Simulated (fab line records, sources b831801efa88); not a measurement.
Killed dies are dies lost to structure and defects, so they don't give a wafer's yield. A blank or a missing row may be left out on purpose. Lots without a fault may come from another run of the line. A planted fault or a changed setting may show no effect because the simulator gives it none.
Which tool did it? | flow sky130 | 24 lots, 72 wafers sampled, at 6 steps of a route of 708

WHAT THE GAUGES READ, wafer by wafer
SKY_VT_ADJUST_LVTN_OVL_MEAS_18. Usual: VT_ADJUST_LVTN_01_OVL 1.0 nm, standard deviation 1.4.
lot  | measured     | on         | VT_ADJUST_LVTN_01_OVL (nm) | flag
L074 | day 7 13:29  | overlay-01 | 1.7 3.2 1.7                |
L075 | day 7 21:35  | overlay-02 | 0.2 -2.6 1.0               |
L076 | day 8 04:02  | overlay-01 | 1.0 1.5 2.3                |
L077 | day 8 13:03  | overlay-01 | 2.0 2.5 2.2                |
L078 | day 8 16:50  | overlay-01 | 0.9 0.4 -0.3               |
L079 | day 9 04:14  | overlay-01 | 0.5 -0.3 -0.4              |
L080 | day 9 12:55  | overlay-02 | 2.1 1.1 2.3                |
L081 | day 9 20:34  | overlay-02 | 4.3 2.0 3.4                |
L082 | day 10 01:41 | overlay-01 | -1.1 0.0 0.6               |
L083 | day 10 05:49 | overlay-02 | 3.0 1.2 2.0                |
L084 | day 10 13:01 | overlay-02 | 1.8 0.8 2.9                |
L085 | day 10 21:01 | overlay-02 | 0.6 1.5 1.7                |
L086 | day 11 01:51 | overlay-02 | -1.3 -1.3 0.3              |
L087 | day 11 11:00 | overlay-01 | -0.1 1.9 1.5               |
L088 | day 11 14:36 | overlay-01 | 1.0 2.0 0.8                |
L089 | day 11 17:47 | overlay-02 | -0.2 2.0 1.2               |
L090 | day 12 10:53 | overlay-02 | 1.1 0.8 1.7                |
L091 | day 12 11:11 | overlay-02 | 0.8 2.0 1.7                |
L092 | day 12 18:02 | overlay-01 | 3.3 1.7 3.4                |
L093 | day 13 02:37 | overlay-01 | 1.5 1.7 2.0                |
L094 | day 13 07:48 | overlay-01 | -0.8 -0.1 -1.5             |
L095 | day 13 18:41 | overlay-02 | -2.2 -1.2 0.5              |
L096 | day 14 07:25 | overlay-01 | -0.4 1.2 0.4               |
L097 | day 14 16:07 | overlay-01 | 2.0 2.5 2.8                |

SKY_SD_P_CD_MEAS_07: target cd 380 nm. Usual: cd_nm 379.6 nm, standard deviation 2.7.
lot  | measured     | on        | cd_nm (nm)        | flag
L074 | day 25 07:02 | cd_sem-01 | 377.7 378.3 377.4 |
L075 | day 25 19:58 | cd_sem-01 | 377.8 379.9 380.1 |
L076 | day 26 04:14 | cd_sem-02 | 381.4 378.4 380.1 |
L077 | day 26 15:36 | cd_sem-02 | 385.9 385.7 385.5 |
L078 | day 26 23:47 | cd_sem-02 | 381.3 380.1 381.8 |
L079 | day 27 11:23 | cd_sem-02 | 376.7 377.5 375.2 |
L080 | day 27 23:26 | cd_sem-01 | 379.0 378.3 380.2 |
L081 | day 28 06:02 | cd_sem-02 | 382.7 383.6 382.7 |
L082 | day 28 11:59 | cd_sem-01 | 379.5 380.0 378.9 |
L083 | day 28 14:35 | cd_sem-01 | 379.3 381.5 381.8 |
L084 | day 29 06:38 | cd_sem-01 | 380.9 378.1 380.0 |
L085 | day 29 15:38 | cd_sem-02 | 379.6 381.9 380.1 |
L086 | day 29 18:35 | cd_sem-01 | 380.1 380.0 379.7 |
L087 | day 30 03:47 | cd_sem-02 | 377.6 377.4 375.7 |
L088 | day 30 09:26 | cd_sem-01 | 375.3 377.9 378.8 |
L089 | day 30 13:45 | cd_sem-01 | 373.8 375.4 373.8 |
L090 | day 31 06:48 | cd_sem-01 | 381.5 384.5 384.4 |
L091 | day 31 08:05 | cd_sem-02 | 380.8 378.2 381.3 |
L092 | day 31 19:41 | cd_sem-01 | 379.2 378.9 379.0 |
L093 | day 32 00:36 | cd_sem-01 | 383.9 382.2 383.3 |
L094 | day 32 10:08 | cd_sem-01 | 380.7 380.3 378.1 |
L095 | day 32 18:41 | cd_sem-02 | 381.1 378.6 376.5 |
L096 | day 33 06:43 | cd_sem-01 | 374.0 375.9 375.9 |
L097 | day 33 14:06 | cd_sem-02 | 379.7 381.8 381.3 |

SKY_VIA2_THK_MEAS_01. Usual: VIA2_HDPCVD_THK 1179 nm, standard deviation 14.
lot  | measured     | on            | VIA2_HDPCVD_THK (nm) | flag
L074 | day 35 03:14 | film_metro-01 | 1180 1200 1202       |
L075 | day 35 17:09 | film_metro-03 | 1183 1183 1185       |
L076 | day 35 22:36 | film_metro-02 | 1159 1162 1152       |
L077 | day 36 08:15 | film_metro-03 | 1192 1187 1184       |
L078 | day 36 16:05 | film_metro-03 | 1188 1186 1183       |
L079 | day 37 01:19 | film_metro-02 | 1150 1160 1154       |
L080 | day 37 10:04 | film_metro-02 | 1183 1167 1184       |
L081 | day 37 17:13 | film_metro-02 | 1185 1186 1199       |
L082 | day 38 00:39 | film_metro-01 | 1187 1187 1191       |
L083 | day 38 01:43 | film_metro-02 | 1185 1181 1180       |
L084 | day 38 16:26 | film_metro-01 | 1160 1182 1188       |
L085 | day 38 23:25 | film_metro-01 | 1199 1176 1173       |
L086 | day 39 04:39 | film_metro-01 | 1182 1189 1178       |
L087 | day 39 08:49 | film_metro-02 | 1180 1192 1188       |
L088 | day 39 12:43 | film_metro-02 | 1165 1167 1164       |
L089 | day 39 15:52 | film_metro-03 | 1182 1186 1199       |
L090 | day 40 08:54 | film_metro-03 | 1184 1170 1182       |
L091 | day 40 09:42 | film_metro-02 | 1185 1167 1188       |
L092 | day 40 19:32 | film_metro-03 | 1185 1188 1190       |
L093 | day 41 01:11 | film_metro-02 | 1157 1173 1160       |
L094 | day 41 10:04 | film_metro-02 | 1176 1184 1190       |
L095 | day 41 16:38 | film_metro-01 | 1159 1156 1162       |
L096 | day 42 05:14 | film_metro-02 | 1185 1173 1159       |
L097 | day 42 09:20 | film_metro-03 | 1166 1175 1180       |

SKY_VIA2_RS_MEAS_22: measures by four-point-probe. Usual: VIA2_W_RS 0.270 ohm/sq, standard deviation 0.0062.
lot  | measured     | on            | VIA2_W_RS (ohm/sq) | flag
L074 | day 36 06:23 | film_metro-03 | 0.275 0.274 0.276  |
L075 | day 36 20:43 | film_metro-02 | 0.262 0.262 0.277  |
L076 | day 37 01:21 | film_metro-01 | 0.278 0.277 0.261  |
L077 | day 37 10:54 | film_metro-02 | 0.269 0.272 0.272  |
L078 | day 37 19:02 | film_metro-03 | 0.270 0.274 0.269  |
L079 | day 38 04:40 | film_metro-01 | 0.261 0.273 0.273  |
L080 | day 38 12:44 | film_metro-01 | 0.274 0.263 0.278  |
L081 | day 38 20:10 | film_metro-03 | 0.270 0.275 0.275  |
L082 | day 39 03:29 | film_metro-02 | 0.271 0.277 0.270  |
L083 | day 39 04:55 | film_metro-01 | 0.265 0.272 0.277  |
L084 | day 39 17:36 | film_metro-01 | 0.258 0.273 0.257  |
L085 | day 40 01:14 | film_metro-01 | 0.268 0.272 0.267  |
L086 | day 40 06:11 | film_metro-01 | 0.260 0.275 0.263  |
L087 | day 40 11:13 | film_metro-02 | 0.275 0.277 0.273  |
L088 | day 40 14:41 | film_metro-01 | 0.260 0.276 0.261  |
L089 | day 40 17:20 | film_metro-03 | 0.274 0.274 0.269  |
L090 | day 41 09:53 | film_metro-03 | 0.271 0.274 0.265  |
L091 | day 41 11:02 | film_metro-03 | 0.264 0.276 0.276  |
L092 | day 41 20:34 | film_metro-03 | 0.262 0.263 0.279  |
L093 | day 42 02:55 | film_metro-02 | 0.269 0.269 0.271  |
L094 | day 42 11:52 | film_metro-01 | 0.269 0.275 0.267  |
L095 | day 42 17:40 | film_metro-02 | 0.275 0.261 0.276  |
L096 | day 43 06:16 | film_metro-02 | 0.275 0.279 0.258  |
L097 | day 43 09:56 | film_metro-02 | 0.265 0.275 0.266  |

SKY_METAL3_OVL_MEAS_14. Usual: METAL3_OVL 1 nm, standard deviation 5.6.
lot  | measured     | on         | METAL3_OVL (nm) | flag
L074 | day 38 10:47 | overlay-02 | 5 -4 7          |
L075 | day 39 00:10 | overlay-01 | 2 1 3           |
L076 | day 39 06:37 | overlay-01 | 12 14 3         |
L077 | day 39 12:55 | overlay-01 | 12 4 8          |
L078 | day 39 23:17 | overlay-01 | -4 -3 -2        |
L079 | day 40 07:36 | overlay-01 | -1 -1 8         |
L080 | day 40 15:21 | overlay-02 | 5 2 -4          |
L081 | day 40 23:00 | overlay-01 | 3 4 -2          |
L082 | day 41 04:33 | overlay-02 | 11 -2 6         |
L083 | day 41 06:48 | overlay-01 | -6 -9 8         |
L084 | day 41 19:17 | overlay-02 | -5 -6 -2        |
L085 | day 42 02:49 | overlay-02 | 2 -1 3          |
L086 | day 42 06:37 | overlay-02 | -6 0 12         |
L087 | day 42 11:35 | overlay-01 | 8 -6 0          |
L088 | day 42 16:04 | overlay-02 | 6 10 8          |
L089 | day 42 18:35 | overlay-02 | 11 5 0          |
L090 | day 43 10:34 | overlay-02 | 2 -1 2          |
L091 | day 43 11:36 | overlay-01 | -4 0 -4         |
L092 | day 43 20:53 | overlay-02 | 2 2 -3          |
L093 | day 44 02:40 | overlay-02 | -2 4 7          |
L094 | day 44 10:53 | overlay-01 | -4 0 -2         |
L095 | day 44 16:24 | overlay-02 | -10 -10 -1      |
L096 | day 45 04:12 | overlay-01 | 4 -3 -7         |
L097 | day 45 07:45 | overlay-02 | 7 3 5           |

SKY_VIA3_OVL_MEAS_13. Usual: VIA3_OVL 0 nm, standard deviation 5.5.
lot  | measured     | on         | VIA3_OVL (nm) | flag
L074 | day 39 13:03 | overlay-02 | 4 5 8         |
L075 | day 40 02:46 | overlay-02 | -5 -7 -9      |
L076 | day 40 10:31 | overlay-01 | 0 7 2         |
L077 | day 40 15:22 | overlay-01 | -2 -9 4       |
L078 | day 41 00:46 | overlay-01 | -6 9 5        |
L079 | day 41 09:14 | overlay-01 | 0 -2 -1       |
L080 | day 41 17:29 | overlay-02 | -1 3 -2       |
L081 | day 42 00:15 | overlay-01 | -3 -7 -6      |
L082 | day 42 06:01 | overlay-01 | 4 13 1        |
L083 | day 42 08:09 | overlay-02 | -11 -3 -2     |
L084 | day 42 20:42 | overlay-01 | -1 -6 -6      |
L085 | day 43 04:25 | overlay-02 | 2 1 6         |
L086 | day 43 07:19 | overlay-02 | 1 9 10        |
L087 | day 43 12:49 | overlay-02 | 6 -1 10       |
L088 | day 43 16:13 | overlay-01 | -5 -1 7       |
L089 | day 43 19:19 | overlay-02 | 0 -14 -3      |
L090 | day 44 11:04 | overlay-02 | -3 -7 -11     |
L091 | day 44 11:32 | overlay-01 | -2 3 -5       |
L092 | day 44 20:23 | overlay-02 | 4 8 6         |
L093 | day 45 02:07 | overlay-01 | 4 10 5        |
L094 | day 45 09:32 | overlay-02 | -4 1 -6       |
L095 | day 45 16:05 | overlay-02 | -4 3 -3       |
L096 | day 46 03:04 | overlay-02 | -9 -3 -3      |
L097 | day 46 06:40 | overlay-02 | 2 8 6         |

WHICH TOOL RAN EACH LOT (tool, then ch and the chambers of the sampled wafers, then the start)
The record holds no process step before these readings.

WHAT THE TOOLS THEMSELVES READ (means of the sampled wafers that have a number; where no wafer has one, the mark that the record gives instead)
The record holds no such reading with a usual standard deviation.

THE ANSWER, worked out from the rows above alone
Rule: a lot is off if the mean of its wafers that have a number lies more than 3 standard deviations from the usual mean. A lot without any number at a reading at which 4 lots or more have one is off too. The other lots that the step has rows for count as sound. The gauges are gone through in route order, then the tools' own readings, and for those a lot's mean is taken as printed above. The first step at which some lot is off is used, and at that step the reading that is off furthest; a lot without a number counts as furthest.
No lot is off at any reading shown: from this, nothing can be told.

WHAT THE SIMULATOR HAD PUT IN
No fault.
